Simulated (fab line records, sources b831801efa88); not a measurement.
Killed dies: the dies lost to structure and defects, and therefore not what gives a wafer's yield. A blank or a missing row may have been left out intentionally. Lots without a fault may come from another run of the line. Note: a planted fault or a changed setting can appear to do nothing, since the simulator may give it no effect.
One fault seen from 2 desks + flow sky130 + numbers are kept per desk, each desk with only its own; the story behind them comes last

== THE METROLOGY DESK ==
What the gauges read for every lot (on any tool): the sampled wafers with a number, averaged. Marked OUT: a lot whose mean sits more than 4 standard deviations from the usual mean, which makes it out of limits; the brackets give that distance.
Columns: A = LDD_LDN_OVL at SKY_LDD_LDN_OVL_MEAS_07, usual 0.8 nm
| lot  | first seen here | A    |
|------|-----------------|------|
| L247 | day 23 13:19    | 0.8  |
| L248 | day 23 21:05    | 2.3  |
| L249 | day 24 08:59    | 1.2  |
| L250 | day 24 18:07    | 0.8  |
| L253 | day 25 12:02    | 2.8  |
| L254 | day 26 02:31    | 1.3  |
| L255 | day 26 13:56    | -1.0 |
| L259 | day 28 00:22    | 1.4  |
| L260 | day 28 07:51    | 0.2  |
| L261 | day 29 17:38    | 0.1  |
| L267 | day 30 17:05    | 0.1  |
| L268 | day 31 03:44    | 1.2  |
Result from this desk: across the 12 lots, nothing is out of limits.

== TOOL OWNER'S DESK, rie metal-01 ==
The tool's own readings at SKY_LOCAL_INTERCONNECT_ETCH_13 (etches BARC in N2/H2, stops on SiO2, time 45.9 s, target depth 60 nm): means of the sampled wafers that have a number, for each lot that ran on this tool. Marked OUT: a lot whose mean sits more than 4 standard deviations from the usual mean, which makes it out of limits; the brackets give that distance.
Columns: A = drypump motor current A at SKY_LOCAL_INTERCONNECT_ETCH_13, usual 5.6 A; B = h2 flow sccm at SKY_LOCAL_INTERCONNECT_ETCH_13, usual 199.9 sccm; C = oes product au at SKY_LOCAL_INTERCONNECT_ETCH_13, usual 0.855 a.u.; D = run length s at SKY_LOCAL_INTERCONNECT_ETCH_13, usual 74.1 s; E = throttle valve pct at SKY_LOCAL_INTERCONNECT_ETCH_13, usual 13.224 %
| lot  | first seen here | A   | B     | C               | D              | E      |
|------|-----------------|-----|-------|-----------------|----------------|--------|
| L248 | day 31 08:29    | 5.6 | 200.3 | 0.856           | 74.1           | 13.226 |
| L249 | day 31 19:30    | 5.5 | 199.8 | 0.851           | 74.4           | 13.219 |
| L250 | day 32 01:10    | 5.8 | 199.4 | 0.858           | 74.6           | 13.223 |
| L259 | day 35 01:55    | 5.7 | 200.8 | 0.795 (-14) OUT | 82.5 (+16) OUT | 13.226 |
| L260 | day 35 09:24    | 5.4 | 199.4 | 0.798 (-13) OUT | 82.4 (+16) OUT | 13.213 |
| L261 | day 36 14:23    | 5.3 | 200.2 | 0.791 (-14) OUT | 82.4 (+16) OUT | 13.218 |
This desk finds L259, L260, L261 out of limits, L259 being first, at day 35 01:55 (oes product au at SKY_LOCAL_INTERCONNECT_ETCH_13). L248, L249, L250 stayed within limits.

== TAKEN TOGETHER ==
The tool owner's desk had the chance to raise an alarm at day 35 01:55 on L259, L260, L261.
At the metrology desk, nothing out of limits was observed.
The metrology desk holds a record of L259, L260, L261, inside its limits.
SKY_LOCAL_INTERCONNECT_ETCH_13 was run on rie metal-01 by each of the lots named.

== WHAT THE SIMULATOR HAD PUT IN ==
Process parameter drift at SKY_LOCAL_INTERCONNECT_ETCH_13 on rie metal-01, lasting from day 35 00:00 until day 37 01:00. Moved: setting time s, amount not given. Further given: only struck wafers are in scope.
Struck lots among those shown: L259, L260, L261.
Each desk's first reading out of limits, in hours after the fault started: the tool owner's desk, 2.
